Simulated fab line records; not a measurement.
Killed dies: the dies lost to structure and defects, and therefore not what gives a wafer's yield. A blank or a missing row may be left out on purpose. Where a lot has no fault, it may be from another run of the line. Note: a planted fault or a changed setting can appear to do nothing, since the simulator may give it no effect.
fab line records ; flow gf180mcu
record: lots: 13; wafers: 39; last_day: 34
route steps=602 shown STI@18 CONTACT@290 V1@359 M2@367
lots untouched by any fault: they come from a run of this same line in which no faults occurred
start_h: hours from the record's first day to the start of the lot's first wafer shown ; wait_h: how many hours have passed since the lot's step before this one ; " as in the row above ; L1.1+2: several wafers, shown together as one row ; - no value present, or no start provided ; * or withheld: withheld ; < > ~ a bound
route shown NAME@n: a module of which the file shows steps, and the number in the route of the first ; usual: mean and standard deviation over wafers with no fault ; same: alike in all rows ; chamber/n: place in a boat ; sites: per-site readings ; _std_site: standard deviation of those values ; _edge_site: outer sites' mean less inner sites' ; radius_mm: for every site, how far away it sits from the centre of the wafer ; mask NAME#n: copy n ; behind: the tool/chamber that last shaped the wafer ; hold: reason for holding the lot/hours on hold/outcome of the hold ; device: the n, p or np transistor that did not switch ; end of line: tests run on the same wafers once the route is complete ; a step without rows: its recipe alone ; killed: dies lost to structure and defects at the first sort, not the wafer's yield ; map: per-die view of a wafer (x killed, . not killed, _ where there is no die)
set.NAME: the setting that was run; set.NAME@STEP: the one run at that earlier step ; model.NAME: the simulator's own value behind a step, which no gauge read
steps of the route over a sample of lots; a table a step, a row a wafer
== steps ==
step: GF_STI_WET_ETCH_17
recipe: chemistry: H3PO4; target_depth_nm: 45; temp_c: 160; target: Si3N4; time_s: 514
usual: bath_guard_temp_C: 159.8/0.58; temp_c: 159.99/0.14
same: time_s: 514
lot.wafer;tool;chamber;start_h;wait_h;bath_guard_temp_C;temp_c
L714.1;wet_bench-01;2;26.84;0.0;159.9;159.97
L714.3;wet_bench-01;2;26.84;0.0;159.9;160.04
L714.6;wet_bench-01;2;26.84;0.0;160.1;160.01
L715.1;wet_bench-04;1;33.95;0.0;158.6;160.04
L715.2;wet_bench-04;1;33.95;0.0;158.8;159.97
L715.4;wet_bench-04;1;33.95;0.0;159.1;159.99
L716.1;wet_bench-04;2;39.95;0.0;160.6;160.13
L716.2;wet_bench-04;2;39.95;0.0;160.6;159.98
L716.3;wet_bench-04;2;39.95;0.0;160.6;159.95
L718.2;wet_bench-04;3;46.68;0.0;160.2;159.92
L718.3;wet_bench-04;3;46.68;0.0;160.3;159.96
L718.5;wet_bench-04;3;46.68;0.0;160.2;159.94
L719.3;wet_bench-02;1;52.33;0.0;160.1;160.14
L719.4;wet_bench-02;1;52.33;0.0;159.9;160.28
L719.5;wet_bench-02;1;52.33;0.0;160.2;160.10
L720.2;wet_bench-01;3;56.15;0.0;159.7;160.06
L720.3;wet_bench-01;3;56.15;0.0;159.4;160.10
L720.5;wet_bench-01;3;56.15;0.0;159.2;159.79
L721.1;wet_bench-01;0;62.85;0.0;159.9;160.04
L721.2;wet_bench-01;0;62.85;0.0;159.4;160.05
L721.4;wet_bench-01;0;62.85;0.0;159.1;159.94
L722.3;wet_bench-04;0;66.48;0.0;160.4;159.81
L722.4;wet_bench-04;0;66.48;0.0;160.1;160.02
L722.5;wet_bench-04;0;66.48;0.0;160.4;160.14
L725.2;wet_bench-02;2;82.33;0.0;160.0;159.83
L725.3;wet_bench-02;2;82.33;0.0;159.8;159.81
L725.5;wet_bench-02;2;82.33;0.0;160.2;159.93
L730.1;wet_bench-04;3;108.95;0.0;151.6;151.32
L730.2;wet_bench-04;3;108.95;0.0;151.6;151.20
L730.3;wet_bench-04;3;108.95;0.0;151.8;151.15
L732.4;wet_bench-02;0;118.77;0.0;160.4;159.88
L732.5;wet_bench-02;0;118.77;0.0;160.3;159.96
L732.6;wet_bench-02;0;118.77;0.0;159.9;159.87
L734.1;wet_bench-01;1;128.60;0.0;161.0;159.88
L734.4;wet_bench-01;1;128.60;0.0;160.7;160.03
L734.5;wet_bench-01;1;128.60;0.0;160.8;159.97
L737.1;wet_bench-02;1;144.78;0.0;159.7;160.12
L737.5;wet_bench-02;1;144.78;0.0;160.2;159.88
L737.6;wet_bench-02;1;144.78;0.0;159.9;160.05
step: GF_CONTACT_THK_MEAS_03
recipe: reads: SiO2_of_CONTACT_CVD_02
usual: CONTACT_CVD_02_THK: 860/12
lot.wafer;tool;chamber;start_h;wait_h;CONTACT_CVD_02_THK[nm]
L714.1;film_metro-03;-;345.73;0.0;861
L714.3;film_metro-03;-;345.73;0.0;867
L714.6;film_metro-03;-;345.73;0.0;875
L715.1;film_metro-01;-;355.98;0.0;849
L715.2;film_metro-01;-;355.98;0.0;849
L715.4;film_metro-01;-;355.98;0.0;855
L716.1;film_metro-04;-;359.81;0.0;839
L716.2;film_metro-04;-;359.81;0.0;835
L716.3;film_metro-04;-;359.81;0.0;855
L718.2;film_metro-01;-;374.15;0.0;859
L718.3;film_metro-01;-;374.15;0.0;849
L718.5;film_metro-01;-;374.15;0.0;858
L719.3;film_metro-03;-;384.13;0.1;837
L719.4;film_metro-03;-;384.13;0.1;854
L719.5;film_metro-03;-;384.13;0.1;868
L720.2;film_metro-04;-;393.04;0.0;856
L720.3;film_metro-04;-;393.04;0.0;875
L720.5;film_metro-04;-;393.04;0.0;862
L721.1;film_metro-04;-;403.90;0.0;862
L721.2;film_metro-04;-;403.90;0.0;838
L721.4;film_metro-04;-;403.90;0.0;871
L722.3;film_metro-04;-;405.18;0.1;848
L722.4;film_metro-04;-;405.18;0.1;861
L722.5;film_metro-04;-;405.18;0.1;850
L725.2;film_metro-01;-;435.11;0.0;863
L725.3;film_metro-01;-;435.11;0.0;875
L725.5;film_metro-01;-;435.11;0.0;878
L730.1;film_metro-03;-;479.60;0.0;847
L730.2;film_metro-03;-;479.60;0.0;838
L730.3;film_metro-03;-;479.60;0.0;844
L732.4;film_metro-03;-;497.65;0.0;841
L732.5;film_metro-03;-;497.65;0.0;855
L732.6;film_metro-03;-;497.65;0.0;853
L734.1;film_metro-04;-;509.02;0.0;859
L734.4;film_metro-04;-;509.02;0.0;866
L734.5;film_metro-04;-;509.02;0.0;853
L737.1;film_metro-04;-;534.82;0.0;851
L737.5;film_metro-04;-;534.82;0.0;860
L737.6;film_metro-04;-;534.82;0.0;874
step: GF_V1_RS_MEAS_24
recipe: thk_meas_gauge: four-point-probe; reads: W_of_V1_CVD_23+TiN_of_V1_SPUTTER_22+Ti_of_V1_SPUTTER_21
usual: V1_W_RS: 0.330/0.0041
lot.wafer;tool;chamber;start_h;wait_h;V1_W_RS[ohm/sq]
L714.1;film_metro-01;-;417.43;0.1;0.330
L714.3;film_metro-01;-;417.43;0.1;0.332
L714.6;film_metro-01;-;417.43;0.1;0.331
L715.1;film_metro-01;-;433.50;0.1;0.328
L715.2;film_metro-01;-;433.50;0.1;0.328
L715.4;film_metro-01;-;433.50;0.1;0.328
L716.1;film_metro-02;-;433.69;0.1;0.327
L716.2;film_metro-02;-;433.69;0.1;0.328
L716.3;film_metro-02;-;433.69;0.1;0.332
L718.2;film_metro-03;-;447.84;0.1;0.330
L718.3;film_metro-03;-;447.84;0.1;0.331
L718.5;film_metro-03;-;447.84;0.1;0.324
L719.3;film_metro-03;-;459.63;0.1;0.326
L719.4;film_metro-03;-;459.63;0.1;0.332
L719.5;film_metro-03;-;459.63;0.1;0.327
L720.2;film_metro-01;-;470.13;0.1;0.327
L720.3;film_metro-01;-;470.13;0.1;0.330
L720.5;film_metro-01;-;470.13;0.1;0.331
L721.1;film_metro-02;-;480.19;0.1;0.329
L721.2;film_metro-02;-;480.19;0.1;0.328
L721.4;film_metro-02;-;480.19;0.1;0.332
L722.3;film_metro-02;-;481.18;0.1;0.328
L722.4;film_metro-02;-;481.18;0.1;0.335
L722.5;film_metro-02;-;481.18;0.1;0.336
L725.2;film_metro-01;-;512.61;0.1;0.331
L725.3;film_metro-01;-;512.61;0.1;0.330
L725.5;film_metro-01;-;512.61;0.1;0.329
L730.1;film_metro-03;-;553.49;0.1;0.336
L730.2;film_metro-03;-;553.49;0.1;0.339
L730.3;film_metro-03;-;553.49;0.1;0.334
L732.4;film_metro-03;-;569.86;0.1;0.328
L732.5;film_metro-03;-;569.86;0.1;0.324
L732.6;film_metro-03;-;569.86;0.1;0.332
L734.1;film_metro-02;-;580.96;0.1;0.341
L734.4;film_metro-02;-;580.96;0.1;0.340
L734.5;film_metro-02;-;580.96;0.1;0.334
L737.1;film_metro-01;-;604.84;0.1;0.329
L737.5;film_metro-01;-;604.84;0.1;0.328
L737.6;film_metro-01;-;604.84;0.1;0.333
step: GF_M2_RS_MEAS_05
recipe: thk_meas_gauge: four-point-probe; reads: TiN_of_M2_SPUTTER_04+Ti_of_M2_SPUTTER_03+AlCu_of_M2_SPUTTER_02+TiN_of_M2_SPUTTER_01+Ti_of_M2_SPUTTER_00
usual: M2_ALCU_RS: 0.0694/0.00082
lot.wafer;tool;chamber;start_h;wait_h;M2_ALCU_RS[ohm/sq]
L714.1;film_metro-02;-;418.14;0.0;0.0677
L714.3;film_metro-02;-;418.14;0.0;0.0687
L714.6;film_metro-02;-;418.14;0.0;0.0680
L715.1;film_metro-04;-;434.21;0.0;0.0695
L715.2;film_metro-04;-;434.21;0.0;0.0696
L715.4;film_metro-04;-;434.21;0.0;0.0697
L716.1;film_metro-02;-;434.39;0.0;0.0684
L716.2;film_metro-02;-;434.39;0.0;0.0692
L716.3;film_metro-02;-;434.39;0.0;0.0684
L718.2;film_metro-01;-;448.54;0.0;0.0691
L718.3;film_metro-01;-;448.54;0.0;0.0692
L718.5;film_metro-01;-;448.54;0.0;0.0690
L719.3;film_metro-01;-;460.33;0.1;0.0700
L719.4;film_metro-01;-;460.33;0.1;0.0705
L719.5;film_metro-01;-;460.33;0.1;0.0696
L720.2;film_metro-02;-;470.83;0.0;0.0699
L720.3;film_metro-02;-;470.83;0.0;0.0704
L720.5;film_metro-02;-;470.83;0.0;0.0693
L721.1;film_metro-04;-;480.89;0.0;0.0699
L721.2;film_metro-04;-;480.89;0.0;0.0696
L721.4;film_metro-04;-;480.89;0.0;0.0697
L722.3;film_metro-04;-;481.88;0.1;0.0699
L722.4;film_metro-04;-;481.88;0.1;0.0690
L722.5;film_metro-04;-;481.88;0.1;0.0691
L725.2;film_metro-02;-;513.31;0.0;0.0682
L725.3;film_metro-02;-;513.31;0.0;0.0685
L725.5;film_metro-02;-;513.31;0.0;0.0689
L730.1;film_metro-01;-;554.19;0.0;0.0692
L730.2;film_metro-01;-;554.19;0.0;0.0698
L730.3;film_metro-01;-;554.19;0.0;0.0696
L732.4;film_metro-01;-;570.56;0.1;0.0679
L732.5;film_metro-01;-;570.56;0.1;0.0688
L732.6;film_metro-01;-;570.56;0.1;0.0682
L734.1;film_metro-01;-;581.66;0.0;0.0710
L734.4;film_metro-01;-;581.66;0.0;0.0705
L734.5;film_metro-01;-;581.66;0.0;0.0700
L737.1;film_metro-02;-;605.54;0.0;0.0683
L737.5;film_metro-02;-;605.54;0.0;0.0681
L737.6;film_metro-02;-;605.54;0.0;0.0678
== key ==
first_sign: step: GF_STI_WET_ETCH_17; reading: temp_c; direction: down; sigmas: 65; usual: *; struck: *
effect: step: GF_STI_WET_ETCH_17; reading: bath_guard_temp_C; direction: down; sigmas: 14; usual: *; struck: *
met_at GF_STI_WET_ETCH_17
struck_lots L730
struck_wafers L730.1,L730.2,L730.3
tester_left_out L730
not_acting_at GF_CONTACT_THK_MEAS_03,GF_V1_RS_MEAS_24,GF_M2_RS_MEAS_05
onset_between 46.68 108.95
fault: kind: process_parameter_drift; tool: wet_bench-04; chamber: 3; onset_h: 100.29; steps: GF_STI_WET_ETCH_17; channel: temp_c; offset: *; shape: step; end_h: 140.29; acts_in: *; stated: *
tester_left_out: of these lots the tester's yield and bins aren't shown, on N5 and GAA mostly nor the transistor test; their killed dies are dies lost to structure and defects alone, not to doping, threshold or leakage, so they don't give the yield
